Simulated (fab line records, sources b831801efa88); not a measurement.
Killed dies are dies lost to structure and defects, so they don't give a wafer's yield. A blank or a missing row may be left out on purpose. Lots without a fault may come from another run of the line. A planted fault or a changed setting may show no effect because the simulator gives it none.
fab line records | flow gf180mcu
record lots=5 wafers=15 last_day=34
route steps=602 shown V3@443 M4@456
lots that met no fault: from a run of the same line without faults
start_h: hours from the record's first day to the start of the lot's first wafer shown | wait_h: hours since the lot's step before | " the same as in the row above | L1.1+2: a row that stands for several wafers | - no value, or no start given | * or withheld: withheld | < > ~ a bound
route shown NAME@n: a module of which the file shows steps, and the number in the route of the first | usual: mean/standard deviation of fault-free wafers | same: alike in all rows | chamber/n: place in a boat | sites: the reading at each site | _std_site: their standard deviation | _edge_site: outer sites' mean less inner sites' | radius_mm: how far each site lies from the wafer's centre | mask NAME#n: copy n | behind: the tool/chamber that last shaped the wafer | hold: why the lot was held/for how many hours/how that ended | device: the transistor (n, p or np) that didn't switch | end of line: the same wafers' tests at the end of the route | a step without rows: its recipe alone | killed: dies lost to structure and defects at the first sort, not the wafer's yield | map: a wafer's dies, x killed, . not, _ none there
set.NAME: the setting as run; set.NAME@STEP: as run at that earlier step | model.NAME: the simulator's own value behind a step, which no gauge read
lots at some steps of the route; a table a step, a row a wafer
services: from which hour (start_h, from the record's first day; less than 0 if before it) a tool's chamber was out of use, for how many hours, and why
## steps
# step GF_V3_CD_MEAS_14
# recipe target_cd_nm=260
# usual cd_nm=259.7/1.5
# columns lot.wafer tool chamber start_h wait_h cd_nm
L077.2 cd_sem-02 - 551.08 0.1 260.7
L077.5 " - " " 260.6
L077.6 " - " " 258.6
L088.1 cd_sem-01 - 622.61 0.1 261.3
L088.3 " - " " 262.3
L088.4 " - " " 261.4
L094.1 cd_sem-02 - 672.72 0.1 258.6
L094.2 " - " " 258.5
L094.4 " - " " 258.1
L095.4 cd_sem-01 - 674.58 0.1 258.2
L095.5 " - " " 258.8
L095.6 " - " " 259.4
L097.1 cd_sem-02 - 688.17 0.1 260.7
L097.4 " - " " 262.1
L097.6 " - " " 262.2
# step GF_V3_OVL_MEAS_15
# usual V3_OVL=-2/5.1
# columns lot.wafer tool chamber start_h wait_h V3_OVL[nm]
L077.2 overlay-01 - 551.19 0.1 5
L077.5 " - " " -1
L077.6 " - " " -8
L088.1 overlay-02 - 622.73 0.1 -12
L088.3 " - " " -13
L088.4 " - " " -8
L094.1 overlay-02 - 672.84 0.1 -4
L094.2 " - " " -8
L094.4 " - " " -8
L095.4 overlay-02 - 674.66 0.1 -12
L095.5 " - " " 6
L095.6 " - " " -8
L097.1 overlay-02 - 688.29 0.1 2
L097.4 " - " " -4
L097.6 " - " " 0
# step GF_V3_ETCH_16
# recipe chemistry=N2/H2 target_depth_a=withheld overetch_a=withheld time_s=withheld target=BARC ion_energy_ev=200 source_w=500 bias_w=100 pressure_mtorr=30 n2_flow_sccm=100 h2_flow_sccm=200
# usual chamber_pressure_mTorr=29.999/0.027 drypump_motor_current_A=5.8/0.45 oes_product_au=0.854/0.0047 throttle_valve_pct=13.225/0.0095
# columns lot.wafer tool chamber start_h wait_h chamber_pressure_mTorr drypump_motor_current_A oes_product_au throttle_valve_pct
L077.2 rie_diel-01 1 551.22 0.0 30.089 5.7 0.858 13.223
L077.5 " 3 " " 30.016 5.2 0.844 13.217
L077.6 " 0 " " 30.016 6.4 0.861 13.226
L088.1 rie_diel-01 3 622.77 0.0 29.980 5.3 0.857 13.211
L088.3 " 1 " " 30.030 5.7 0.858 13.246
L088.4 " 2 " " 29.979 5.7 0.849 13.228
L094.1 rie_diel-03 1 672.87 0.0 29.996 5.6 0.860 13.226
L094.2 " 2 " " 30.005 5.6 0.851 13.223
L094.4 " 0 " " 29.939 6.5 0.859 13.216
L095.4 rie_diel-04 2 674.68 0.0 30.009 6.3 0.854 13.230
L095.5 " 2 " " 30.017 6.4 0.859 13.218
L095.6 " 1 " " 29.954 6.3 0.855 13.228
L097.1 rie_diel-03 3 688.32 0.0 30.007 6.0 0.853 13.213
L097.4 " 0 " " 30.035 6.5 0.853 13.224
L097.6 " 2 " " 29.990 5.6 0.846 13.222
# step GF_V3_ETCH_17
# recipe chemistry=C4F8/O2/Ar mask_material=KrF target=SiO2 stop_on=TiN source_w=1500 bias_w=1200 pressure_mtorr=40 c4f8_flow_sccm=withheld O2_flow_sccm=6 Ar_flow_sccm=300 time_s=withheld target_depth_a=6350
# usual chamber_pressure_mTorr=40.00/0.039 oes_product_au=0.856/0.0049
# columns lot.wafer tool chamber start_h wait_h chamber_pressure_mTorr oes_product_au
L077.2 rie_diel-01 1 - - 39.98 0.865
L077.5 " 3 " " 39.99 0.857
L077.6 " 0 " " 40.00 0.854
L088.1 rie_diel-01 3 - - 40.00 0.856
L088.3 " 1 " " 40.04 0.852
L088.4 " 2 " " 39.94 0.854
L094.1 rie_diel-03 1 - - 39.94 0.860
L094.2 " 2 " " 39.97 0.858
L094.4 " 0 " " 39.99 0.860
L095.4 rie_diel-04 2 - - 39.98 0.853
L095.5 " 2 " " 40.01 0.850
L095.6 " 1 " " 39.99 0.854
L097.1 rie_diel-03 3 - - 40.02 0.857
L097.4 " 0 " " 39.92 0.858
L097.6 " 2 " " 40.06 0.850
# step GF_V3_STRIP_18
# recipe chemistry=O2/N2 power_w=1400 pressure_mtorr=1500 platen_temp_c=250 o2_flow_sccm=3000 n2_flow_sccm=300 overash_fraction=0.5
# usual chamber_pressure_mTorr=1499.9/1.4 drypump_motor_current_A=6.1/0.51 heater_power_w=352/27 o2_flow_sccm=3001/8.7 oes_product_au=0.593/0.0056
# columns lot.wafer tool chamber start_h wait_h chamber_pressure_mTorr drypump_motor_current_A heater_power_w o2_flow_sccm oes_product_au rf_hours_counter_h
L077.2 plasma_asher-03 0 551.35 - 1498.8 6.5 298 2995 0.593 10
L077.5 " 1 " " 1500.1 4.9 348 2999 0.584 -
L077.6 " 0 " " 1500.2 6.5 295 3003 0.586 -
L088.1 plasma_asher-01 0 622.89 - 1500.4 6.4 358 2996 0.585 84
L088.3 " 0 " " 1498.8 6.4 346 3014 0.593 -
L088.4 " 1 " " 1499.5 6.4 384 2996 0.587 -
L094.1 plasma_asher-01 1 673.00 - 1499.3 6.4 386 2990 0.602 89
L094.2 " 0 " " 1500.4 6.4 358 2986 0.593 89
L094.4 " 0 " " 1499.0 6.4 351 3011 0.595 -
L095.4 plasma_asher-04 0 674.84 - 1500.7 5.7 356 3003 0.599 -
L095.5 " 0 " " 1501.2 5.7 351 3004 0.587 -
L095.6 " 1 " " 1499.8 5.9 338 2992 0.599 -
L097.1 plasma_asher-03 1 688.45 - 1499.4 4.9 350 2998 0.590 24
L097.4 " 0 " " 1500.1 6.5 287 3007 0.593 -
L097.6 " 1 " " 1499.8 4.9 350 3006 0.591 -
# step GF_V3_STRIP_19
# recipe chemistry=post_etch_residue_remover time_s=1200 temp_c=72.5
# columns lot.wafer tool chamber start_h wait_h
L077.2+5+6 wet_bench-03 0 551.45 0.1
L088.1+3+4 wet_bench-01 1 622.99 0.1
L094.1+2+4 wet_bench-03 0 673.10 0.1
L095.4+5+6 wet_bench-03 2 674.91 0.0
L097.1+4+6 wet_bench-01 0 688.55 0.1
# step GF_V3_CLEAN_20
# recipe chemistry=DIW dry=n2_spin
# columns lot.wafer tool chamber start_h wait_h
L077.2+5+6 wet_bench-02 3 551.79 0.0
L088.1+3+4 wet_bench-02 3 623.34 0.0
L094.1+2+4 wet_bench-02 1 673.44 0.0
L095.4+5+6 wet_bench-02 0 675.25 0.0
L097.1+4+6 wet_bench-03 2 688.89 0.0
# step GF_V3_SPUTTER_21
# recipe material=Ti target_thk_nm=15 chamber_pressure_pa=5 power_w=2500 substrate_temp_c=200 time_s=80.02
# usual cathode_dc_power_W=2500.0/0.48 chamber_pressure_pa=5.001/0.01 throttle_valve_pct=30.3/0.8
# columns lot.wafer tool chamber start_h wait_h cathode_dc_power_W chamber_pressure_pa throttle_valve_pct
L077.2 pvd_sputter-01 - 551.88 0.0 2499.8 5.012 30.4
L077.5 " - " " 2500.0 5.012 30.3
L077.6 " - " " 2500.2 4.989 29.9
L088.1 pvd_sputter-03 - 623.43 0.0 2500.3 4.997 29.8
L088.3 " - " " 2499.6 4.990 28.6
L088.4 " - " " 2501.0 4.978 30.3
L094.1 pvd_sputter-03 - 673.53 0.0 2500.1 5.016 29.2
L094.2 " - " " 2499.8 4.991 28.5
L094.4 " - " " 2500.7 5.002 30.2
L095.4 pvd_sputter-02 - 675.34 0.0 2500.0 5.005 29.4
L095.5 " - " " 2499.5 4.982 30.6
L095.6 " - " " 2499.5 5.009 29.3
L097.1 pvd_sputter-02 - 688.98 0.0 2500.2 5.004 31.6
L097.4 " - " " 2499.9 5.007 29.5
L097.6 " - " " 2499.7 5.001 30.8
# step GF_V3_SPUTTER_22
# recipe material=TiN target_thk_nm=10 chamber_pressure_pa=5 power_w=4000 time_s=40
# usual cathode_dc_power_W=4000.0/0.77 chamber_pressure_pa=5.001/0.01 throttle_valve_pct=30.3/0.78
# columns lot.wafer tool chamber start_h wait_h cathode_dc_power_W chamber_pressure_pa throttle_valve_pct
L077.2 pvd_sputter-01 - 551.94 0.0 3998.8 5.001 30.1
L077.5 " - " " 4000.2 5.009 30.4
L077.6 " - " " 3999.8 4.996 29.7
L088.1 pvd_sputter-03 - 623.49 0.0 3999.7 4.993 29.5
L088.3 " - " " 4001.0 5.027 28.5
L088.4 " - " " 4000.2 4.998 30.3
L094.1 pvd_sputter-03 - 673.60 0.0 3999.5 5.000 29.4
L094.2 " - " " 4000.3 5.013 28.5
L094.4 " - " " 3999.2 4.997 30.5
L095.4 pvd_sputter-02 - 675.40 0.0 4000.2 4.989 29.2
L095.5 " - " " 3999.8 5.017 30.7
L095.6 " - " " 4000.2 5.011 29.7
L097.1 pvd_sputter-02 - 689.05 0.0 3999.7 5.012 31.5
L097.4 " - " " 3999.9 4.999 29.4
L097.6 " - " " 4000.4 4.990 30.7
# step GF_V3_CVD_23
# recipe material=W target_thk_nm=350 time_s=104.9 temp_c=400 pressure_torr=40
# usual heater_power_outer_w=522/14 heater_power_w=849/20
# columns lot.wafer tool chamber start_h wait_h heater_power_outer_w heater_power_w
L077.2 cvd_w-02 0 551.98 0.0 543 853
L077.5 " 0 " " 520 876
L077.6 " 1 " " 522 842
L088.1 cvd_w-01 0 623.53 0.0 506 850
L088.3 " 1 " " 512 807
L088.4 " 0 " " 516 848
L094.1 cvd_w-01 1 673.63 0.0 511 858
L094.2 " 0 " " 501 855
L094.4 " 0 " " 512 850
L095.4 cvd_w-02 1 675.55 0.1 527 834
L095.5 " 1 " " 536 865
L095.6 " 1 " " 524 862
L097.1 cvd_w-01 0 689.08 0.0 507 858
L097.4 " 1 " " 508 820
L097.6 " 0 " " 507 842
# step GF_V3_RS_MEAS_24
# recipe thk_meas_gauge=four-point-probe reads=W_of_V3_CVD_23+TiN_of_V3_SPUTTER_22+Ti_of_V3_SPUTTER_21
# usual V3_W_RS=0.329/0.0079
# columns lot.wafer tool chamber start_h wait_h V3_W_RS[ohm/sq]
L077.2 film_metro-01 - 552.11 0.1 0.336
L077.5 " - " " 0.337
L077.6 " - " " 0.334
L088.1 film_metro-01 - 623.64 0.1 0.312
L088.3 " - " " 0.330
L088.4 " - " " 0.316
L094.1 film_metro-04 - 673.75 0.1 0.326
L094.2 " - " " 0.317
L094.4 " - " " 0.315
L095.4 film_metro-03 - 675.73 0.1 0.331
L095.5 " - " " 0.331
L095.6 " - " " 0.329
L097.1 film_metro-03 - 689.20 0.1 0.319
L097.4 " - " " 0.327
L097.6 " - " " 0.317
# step GF_V3_THK_MEAS_25
# recipe thk_meas_gauge=xrf reads=W_of_V3_CVD_23
# usual V3_W_THK=358/9.1
# columns lot.wafer tool chamber start_h wait_h V3_W_THK[nm]
L077.2 film_metro-01 - 552.22 0.1 349
L077.5 " - " " 347
L077.6 " - " " 352
L088.1 film_metro-01 - 623.76 0.1 381
L088.3 " - " " 357
L088.4 " - " " 373
L094.1 film_metro-04 - 673.87 0.1 363
L094.2 " - " " 373
L094.4 " - " " 374
L095.4 film_metro-03 - 675.82 0.1 356
L095.5 " - " " 356
L095.6 " - " " 359
L097.1 film_metro-03 - 689.32 0.1 369
L097.4 " - " " 361
L097.6 " - " " 374
# step GF_V3_CMP_26
# recipe stop_on=SiO2 down_force_psi=3.5 platen_rpm=60 t_overpolish_s=15 target_thk_nm=0 pad_velocity_m_s=0.94248
# usual motor_current_A=10.9/0.96 overpolish_run_s=15.000/0.0088 time_to_endpoint_s=88/4.3
# columns lot.wafer tool chamber start_h wait_h motor_current_A overpolish_run_s time_to_endpoint_s
L077.2 cmp-02 3 552.37 0.1 11.0 15.005 84
L077.6 " 1 " " 11.6 15.001 85
L077.5 " 2 " " 11.9 15.002 88
L088.4 cmp-02 2 623.82 0.0 11.7 15.014 92
L088.1 " 3 " " 11.4 14.988 90
L088.3 " 0 " " 10.1 14.991 88
L094.2 cmp-02 2 673.93 0.0 11.7 14.995 95
L094.4 " 3 " " 11.0 14.986 91
L094.1 " 0 " " 10.2 15.012 90
L095.4 cmp-02 3 675.90 0.1 11.2 14.997 91
L095.6 " 2 " " 11.9 14.972 94
L095.5 " 3 " " 11.1 15.016 90
L097.1 cmp-02 3 689.38 0.1 10.7 15.006 89
L097.4 " 0 " " 10.2 14.993 91
L097.6 " 0 " " 10.0 15.010 94
# step GF_M4_SPUTTER_00
# recipe material=Ti target_thk_nm=37.5 arriving_ion_energy_ev=80 substrate_temp_c=200 chamber_pressure_pa=2 power_w=4000 time_s=150
# usual cathode_dc_power_W=4000.0/0.75 chamber_pressure_pa=2.000/0.0041 throttle_valve_pct=29.7/0.91
# columns lot.wafer tool chamber start_h wait_h cathode_dc_power_W chamber_pressure_pa throttle_valve_pct
L077.2 pvd_sputter-04 - 552.57 0.1 4001.0 2.000 30.7
L077.5 " - " " 3998.9 1.999 27.7
L077.6 " - " " 3999.5 2.001 31.0
L088.1 pvd_sputter-01 - 624.12 0.2 4000.2 1.999 30.3
L088.3 " - " " 3999.4 1.998 29.9
L088.4 " - " " 3998.9 1.999 30.2
L094.1 pvd_sputter-01 - 674.23 0.1 4000.6 2.000 30.3
L094.2 " - " " 3999.3 2.013 30.0
L094.4 " - " " 3999.5 2.002 30.3
L095.4 pvd_sputter-04 - 676.15 0.2 3999.1 1.999 30.0
L095.5 " - " " 3999.7 1.997 29.0
L095.6 " - " " 3999.7 2.002 27.8
L097.1 pvd_sputter-01 - 689.68 0.2 4000.9 1.999 30.1
L097.4 " - " " 3999.4 2.001 30.3
L097.6 " - " " 4001.6 2.005 29.7
# step GF_M4_SPUTTER_01
# recipe material=TiN target_thk_nm=30 power_w=6500 time_s=25 chamber_pressure_pa=0.4
# usual cathode_dc_power_W=6500.1/1.2 chamber_pressure_pa=0.4002/0.00072 throttle_valve_pct=29.7/0.91
# columns lot.wafer tool chamber start_h wait_h cathode_dc_power_W chamber_pressure_pa throttle_valve_pct
L077.2 pvd_sputter-04 - 552.67 0.1 6500.5 0.4005 31.0
L077.5 " - " " 6500.1 0.4007 28.0
L077.6 " - " " 6500.5 0.3994 30.8
L088.1 pvd_sputter-01 - 624.22 0.1 6501.4 0.4001 30.4
L088.3 " - " " 6501.0 0.4014 29.5
L088.4 " - " " 6500.6 0.4011 30.6
L094.1 pvd_sputter-01 - 674.33 0.1 6497.8 0.3991 30.4
L094.2 " - " " 6499.3 0.3990 29.9
L094.4 " - " " 6501.4 0.4003 30.3
L095.4 pvd_sputter-04 - 676.25 0.1 6501.2 0.4004 29.9
L095.5 " - " " 6500.1 0.3995 28.8
L095.6 " - " " 6502.2 0.3986 27.8
L097.1 pvd_sputter-01 - 689.78 0.1 6500.3 0.4015 30.0
L097.4 " - " " 6497.4 0.4001 30.3
L097.6 " - " " 6501.3 0.4004 29.7
# step GF_M4_SPUTTER_02
# recipe material=AlCu target_thk_nm=450 power_w=10600 time_s=23.9 chamber_pressure_pa=0.4
# usual cathode_dc_power_W=10600/2 chamber_pressure_pa=0.4000/0.00088 throttle_valve_pct=29.7/0.91
# columns lot.wafer tool chamber start_h wait_h cathode_dc_power_W chamber_pressure_pa throttle_valve_pct
L077.2 pvd_sputter-04 - 552.70 0.0 10603 0.4012 30.7
L077.5 " - " " 10601 0.3989 27.7
L077.6 " - " " 10597 0.3998 30.9
L088.1 pvd_sputter-01 - 624.25 0.0 10603 0.3996 30.0
L088.3 " - " " 10602 0.3998 29.7
L088.4 " - " " 10600 0.4006 30.1
L094.1 pvd_sputter-01 - 674.36 0.0 10601 0.3990 30.3
L094.2 " - " " 10599 0.3997 30.0
L094.4 " - " " 10598 0.3977 30.1
L095.4 pvd_sputter-04 - 676.28 0.0 10602 0.4007 30.3
L095.5 " - " " 10598 0.3991 28.9
L095.6 " - " " 10600 0.3998 27.8
L097.1 pvd_sputter-01 - 689.81 0.0 10600 0.4009 30.4
L097.4 " - " " 10598 0.4000 30.3
L097.6 " - " " 10600 0.4012 29.9
# step GF_M4_SPUTTER_03
# recipe material=Ti target_thk_nm=10 substrate_temp_c=300 chamber_pressure_pa=0.3 power_w=3000 time_s=6.7
# usual cathode_dc_power_W=3000.0/0.49 chamber_pressure_pa=0.3000/0.00056 throttle_valve_pct=29.7/0.9
# columns lot.wafer tool chamber start_h wait_h cathode_dc_power_W chamber_pressure_pa throttle_valve_pct
L077.2 pvd_sputter-04 - 552.73 0.0 3000.3 0.3007 30.7
L077.5 " - " " 3000.3 0.3003 28.0
L077.6 " - " " 3000.4 0.3001 30.9
L088.1 pvd_sputter-01 - 624.28 0.0 3000.6 0.3010 30.5
L088.3 " - " " 2999.9 0.2998 29.9
L088.4 " - " " 2999.1 0.3002 30.1
L094.1 pvd_sputter-01 - 674.39 0.0 3000.2 0.3002 30.3
L094.2 " - " " 2999.4 0.2995 29.7
L094.4 " - " " 3000.6 0.3001 30.2
L095.4 pvd_sputter-04 - 676.31 0.0 2999.5 0.3005 30.3
L095.5 " - " " 2999.6 0.3002 28.6
L095.6 " - " " 3000.6 0.2997 28.0
L097.1 pvd_sputter-01 - 689.84 0.0 2999.4 0.3001 30.2
L097.4 " - " " 3000.1 0.2993 30.4
L097.6 " - " " 2999.8 0.3000 29.8
# step GF_M4_SPUTTER_04
# recipe material=TiN target_thk_nm=50 power_w=6500 time_s=39.7 chamber_pressure_pa=0.4
# usual cathode_dc_power_W=6500.0/1.2 chamber_pressure_pa=0.4000/0.00077 throttle_valve_pct=29.7/0.92
# columns lot.wafer tool chamber start_h wait_h cathode_dc_power_W chamber_pressure_pa throttle_valve_pct
L077.2 pvd_sputter-04 - 552.75 0.0 6501.5 0.4010 31.0
L077.5 " - " " 6501.5 0.4005 27.9
L077.6 " - " " 6500.5 0.4002 30.9
L088.1 pvd_sputter-01 - 624.30 0.0 6499.7 0.3987 30.1
L088.3 " - " " 6501.0 0.3999 30.0
L088.4 " - " " 6499.6 0.4005 30.4
L094.1 pvd_sputter-01 - 674.41 0.0 6497.8 0.3998 30.2
L094.2 " - " " 6499.9 0.3994 29.8
L094.4 " - " " 6499.4 0.3995 30.2
L095.4 pvd_sputter-04 - 676.33 0.0 6499.4 0.3993 30.4
L095.5 " - " " 6501.2 0.3996 28.9
L095.6 " - " " 6499.0 0.4002 27.6
L097.1 pvd_sputter-01 - 689.86 0.0 6499.4 0.3986 30.2
L097.4 " - " " 6501.4 0.4007 30.4
L097.6 " - " " 6499.6 0.3995 30.0
# step GF_M4_RS_MEAS_05
# recipe thk_meas_gauge=four-point-probe reads=TiN_of_M4_SPUTTER_04+Ti_of_M4_SPUTTER_03+AlCu_of_M4_SPUTTER_02+TiN_of_M4_SPUTTER_01+Ti_of_M4_SPUTTER_00
# usual M4_ALCU_RS=0.0691/0.00075
# columns lot.wafer tool chamber start_h wait_h M4_ALCU_RS[ohm/sq]
L077.2 film_metro-02 - 552.81 0.0 0.0709
L077.5 " - " " 0.0699
L077.6 " - " " 0.0705
L088.1 film_metro-03 - 624.34 0.0 0.0685
L088.3 " - " " 0.0686
L088.4 " - " " 0.0695
L094.1 film_metro-02 - 674.45 0.0 0.0692
L094.2 " - " " 0.0693
L094.4 " - " " 0.0690
L095.4 film_metro-04 - 676.43 0.1 0.0688
L095.5 " - " " 0.0688
L095.6 " - " " 0.0693
L097.1 film_metro-04 - 689.90 0.0 0.0686
L097.4 " - " " 0.0698
L097.6 " - " " 0.0692
# step GF_M4_THK_MEAS_06
# recipe thk_meas_gauge=xrf reads=AlCu_of_M4_SPUTTER_02
# usual M4_ALCU_THK=455/5.2
# columns lot.wafer tool chamber start_h wait_h M4_ALCU_THK[nm]
L077.2 film_metro-02 - 552.92 0.1 447
L077.5 " - " " 454
L077.6 " - " " 451
L088.1 film_metro-03 - 624.46 0.1 461
L088.3 " - " " 460
L088.4 " - " " 451
L094.1 film_metro-02 - 674.57 0.1 458
L094.2 " - " " 456
L094.4 " - " " 456
L095.4 film_metro-04 - 676.52 0.1 457
L095.5 " - " " 456
L095.6 " - " " 454
L097.1 film_metro-04 - 690.02 0.1 456
L097.4 " - " " 450
L097.6 " - " " 455
# step GF_M4_DEHYDRATE_07
# recipe temp_c=200 time_s=60
# usual exhaust_pa=45.0/0.92
# columns lot.wafer tool chamber start_h wait_h exhaust_pa
L077.2 litho_track-02 0 563.09 10.2 45.1
L077.5 " 0 " " 45.1
L077.6 " 0 " " 45.6
L088.1 litho_track-01 0 633.77 9.3 46.0
L088.3 " 0 " " 46.0
L088.4 " 0 " " 45.1
L094.1 litho_track-02 0 683.77 9.2 46.3
L094.2 " 0 " " 46.1
L094.4 " 0 " " 46.1
L095.4 litho_track-01 0 685.45 8.9 45.2
L095.5 " 0 " " 43.6
L095.6 " 0 " " 44.0
L097.1 litho_track-02 0 698.82 8.8 44.0
L097.4 " 0 " " 43.7
L097.6 " 0 " " 43.3
# step GF_M4_HMDS_08
# recipe prime_time_s=60 prime_temp_c=120
# usual exhaust_pa=45.0/0.94
# columns lot.wafer tool chamber start_h wait_h exhaust_pa
L077.2 litho_track-02 0 563.24 0.1 44.9
L077.5 " 0 " " 43.5
L077.6 " 0 " " 43.3
L088.1 litho_track-01 0 633.92 0.1 45.6
L088.3 " 0 " " 45.6
L088.4 " 0 " " 44.0
L094.1 litho_track-02 0 683.92 0.1 44.8
L094.2 " 0 " " 44.0
L094.4 " 0 " " 44.2
L095.4 litho_track-01 0 685.60 0.1 46.0
L095.5 " 0 " " 43.8
L095.6 " 0 " " 46.0
L097.1 litho_track-02 0 698.97 0.1 45.5
L097.4 " 0 " " 45.2
L097.6 " 0 " " 45.1
# step GF_M4_COAT_09
# recipe resist=KrF spin_rpm=withheld resist_thk_nm=1000
# usual exhaust_pa=45.1/0.79
# columns lot.wafer tool chamber start_h wait_h exhaust_pa
L077.2 litho_track-02 0 563.39 0.1 45.1
L077.5 " 0 " " 44.8
L077.6 " 0 " " 44.6
L088.1 litho_track-01 0 634.07 0.1 44.3
L088.3 " 0 " " 43.8
L088.4 " 0 " " 45.9
L094.1 litho_track-02 0 684.07 0.1 45.3
L094.2 " 0 " " 45.5
L094.4 " 0 " " 45.9
L095.4 litho_track-01 0 685.75 0.1 45.7
L095.5 " 0 " " 45.4
L095.6 " 0 " " 44.0
L097.1 litho_track-02 0 699.12 0.1 45.0
L097.4 " 0 " " 45.9
L097.6 " 0 " " 43.6
# step GF_M4_SOFTBAKE_10
# recipe temp_c=130 time_s=60 resist=KrF
# usual exhaust_pa=45.1/0.92
# columns lot.wafer tool chamber start_h wait_h exhaust_pa
L077.2 litho_track-02 0 563.54 0.1 45.1
L077.5 " 0 " " 45.6
L077.6 " 0 " " 45.7
L088.1 litho_track-01 0 634.22 0.1 46.2
L088.3 " 0 " " 46.2
L088.4 " 0 " " 47.1
L094.1 litho_track-02 0 684.22 0.1 46.7
L094.2 " 0 " " 46.4
L094.4 " 0 " " 45.2
L095.4 litho_track-01 0 685.90 0.1 43.7
L095.5 " 0 " " 45.1
L095.6 " 0 " " 43.8
L097.1 litho_track-02 0 699.27 0.1 44.6
L097.4 " 0 " " 44.7
L097.6 " 0 " " 44.8
# step GF_M4_EXPOSE_11
# recipe mask_id=Metal4 target_cd_nm=280 na=0.68 source_shape=conventional sigma_outer=0.6 dose_mj=28
# columns lot.wafer tool chamber start_h wait_h mask
L077.2+5+6 krf_scanner-02 0 - - Metal4#0
L088.1+3+4 krf_scanner-01 0 - - Metal4#0
L094.1+2+4 krf_scanner-02 0 - - Metal4#0
L095.4+5+6 krf_scanner-01 0 - - Metal4#0
L097.1+4+6 krf_scanner-01 0 - - Metal4#0
# step GF_M4_PEB_12
# recipe peb_temp_c=135 peb_time_s=90 resist=KrF
# usual exhaust_pa=45.0/0.88
# columns lot.wafer tool chamber start_h wait_h exhaust_pa
L077.2 litho_track-01 0 - - 44.9
L077.5 " 0 " " 45.9
L077.6 " 0 " " 46.0
L088.1 litho_track-03 0 - - 45.1
L088.3 " 0 " " 45.8
L088.4 " 0 " " 45.4
L094.1 litho_track-01 0 - - 45.7
L094.2 " 0 " " 45.7
L094.4 " 0 " " 44.4
L095.4 litho_track-02 0 - - 45.3
L095.5 " 0 " " 44.7
L095.6 " 0 " " 45.1
L097.1 litho_track-01 0 - - 45.3
L097.4 " 0 " " 44.2
L097.6 " 0 " " 45.4
# step GF_M4_DEVELOP_13
# recipe develop_time_s=60 dev_temp_c=21
# usual developer_temp_C=20.99/0.096 exhaust_pa=44.8/1
# columns lot.wafer tool chamber start_h wait_h developer_temp_C exhaust_pa
L077.2 litho_track-01 0 573.90 0.2 20.98 43.5
L077.5 " 0 " " 20.92 43.7
L077.6 " 0 " " 20.91 44.2
L088.1 litho_track-03 0 644.05 0.2 20.93 42.9
L088.3 " 0 " " 20.98 41.8
L088.4 " 0 " " 21.00 44.0
L094.1 litho_track-01 0 693.57 0.2 21.10 43.7
L094.2 " 0 " " 20.96 43.3
L094.4 " 0 " " 21.05 44.8
L095.4 litho_track-02 0 695.34 0.1 20.93 45.0
L095.5 " 0 " " 20.95 45.8
L095.6 " 0 " " 20.99 44.9
L097.1 litho_track-01 0 708.22 0.2 20.95 44.7
L097.4 " 0 " " 20.92 42.8
L097.6 " 0 " " 20.80 45.1
# step GF_M4_CD_MEAS_14
# recipe target_cd_nm=280
# usual cd_nm=280.4/1.3
# columns lot.wafer tool chamber start_h wait_h cd_nm
L077.2 cd_sem-02 - 574.05 0.1 282.1
L077.5 " - " " 282.3
L077.6 " - " " 281.7
L088.1 cd_sem-01 - 644.20 0.1 280.6
L088.3 " - " " 279.6
L088.4 " - " " 279.1
L094.1 cd_sem-02 - 693.72 0.1 280.8
L094.2 " - " " 281.2
L094.4 " - " " 281.4
L095.4 cd_sem-02 - 695.48 0.1 278.8
L095.5 " - " " 278.6
L095.6 " - " " 278.9
L097.1 cd_sem-01 - 708.37 0.1 281.7
L097.4 " - " " 280.8
L097.6 " - " " 281.2
# step GF_M4_OVL_MEAS_15
# usual M4_OVL=1/4.4
# columns lot.wafer tool chamber start_h wait_h M4_OVL[nm]
L077.2 overlay-01 - 574.15 0.1 5
L077.5 " - " " 1
L077.6 " - " " 1
L088.1 overlay-02 - 644.32 0.1 -3
L088.3 " - " " -1
L088.4 " - " " -1
L094.1 overlay-01 - 693.84 0.1 -3
L094.2 " - " " 1
L094.4 " - " " -1
L095.4 overlay-02 - 695.55 0.1 1
L095.5 " - " " -1
L095.6 " - " " 4
L097.1 overlay-01 - 708.49 0.1 -4
L097.4 " - " " 9
L097.6 " - " " 7
# step GF_M4_METAL_ETCH_16
# recipe chemistry=Cl2/BCl3 mask_material=KrF target_depth_nm=627.5 stop_on=SiO2 pressure_mtorr=8 icp_w=800 bias_w=140 Cl2_flow_sccm=80 bcl3_flow_sccm=40 time_s=104.6
# usual chamber_pressure_mTorr=7.999/0.0068 drypump_motor_current_A=5.5/0.44 he_backside_leak_sccm=3.3/0.33 oes_product_au=0.972/0.0069 throttle_valve_pct=28.250/0.011
# columns lot.wafer tool chamber start_h wait_h chamber_pressure_mTorr drypump_motor_current_A he_backside_leak_sccm oes_product_au rf_hours_counter_h throttle_valve_pct
L077.2 rie_metal-01 0 574.18 0.0 7.997 6.0 3.0 0.962 4 28.262
L077.5 " 1 " " 8.003 5.3 3.2 0.979 - 28.254
L077.6 " 0 " " 7.996 6.0 3.0 0.959 - 28.256
L088.1 rie_metal-03 0 644.36 0.0 8.006 4.9 3.1 0.974 4 28.252
L088.3 " 1 " " 7.997 5.4 3.3 0.984 - 28.230
L088.4 " 0 " " 7.992 5.0 3.2 0.972 - 28.249
L094.1 rie_metal-02 1 693.88 0.0 7.997 6.1 3.8 0.971 4 28.243
L094.2 " 1 " " 8.003 6.1 3.7 0.979 - 28.248
L094.4 " 1 " " 8.004 6.1 3.6 0.975 - 28.260
L095.4 rie_metal-03 1 695.61 0.0 7.996 5.4 3.4 0.976 - 28.234
L095.5 " 1 " " 8.005 5.5 3.4 0.967 - 28.242
L095.6 " 0 " " 7.992 4.9 3.2 0.980 - 28.250
L097.1 rie_metal-03 0 708.53 0.0 8.004 4.9 3.1 0.978 6 28.236
L097.4 " 0 " " 8.008 4.9 3.1 0.971 - 28.264
L097.6 " 0 " " 7.988 4.9 3.1 0.971 - 28.249
## services
# columns tool chamber start_h hours kind
krf_scanner-01 - 527.29 0.8 pm
pvd_sputter-02 - 528.16 1.8 repair
cmp-02 - 529.69 1.1 repair
rie_diel-01 2 531.17 34.9 repair
cmp-02 - 531.84 7.0 pm
rie_diel-01 1 538.86 4.4 repair
cvd_w-01 0 544.16 17.2 repair
pvd_sputter-03 - 544.95 1.1 repair
rie_metal-03 1 552.54 4.4 repair
cvd_w-01 - 555.64 1.2 repair
rie_diel-01 1 561.57 13.7 repair
cvd_w-01 - 582.84 6.9 pm
rie_diel-01 0 608.24 22.9 repair
krf_scanner-01 - 635.94 1.3 pm
rie_metal-03 - 637.87 0.6 repair
pvd_sputter-03 - 646.24 2.2 repair
cmp-02 - 649.48 5.6 pm
rie_diel-01 2 671.25 8.2 repair
rie_diel-01 - 674.97 0.1 repair
krf_scanner-01 - 682.64 1.0 pm
rie_diel-01 3 687.76 11.2 repair
rie_diel-01 - 691.51 1.0 repair
rie_diel-01 0 698.93 8.4 repair
pvd_sputter-04 - 702.33 2.6 repair
## key
fault none
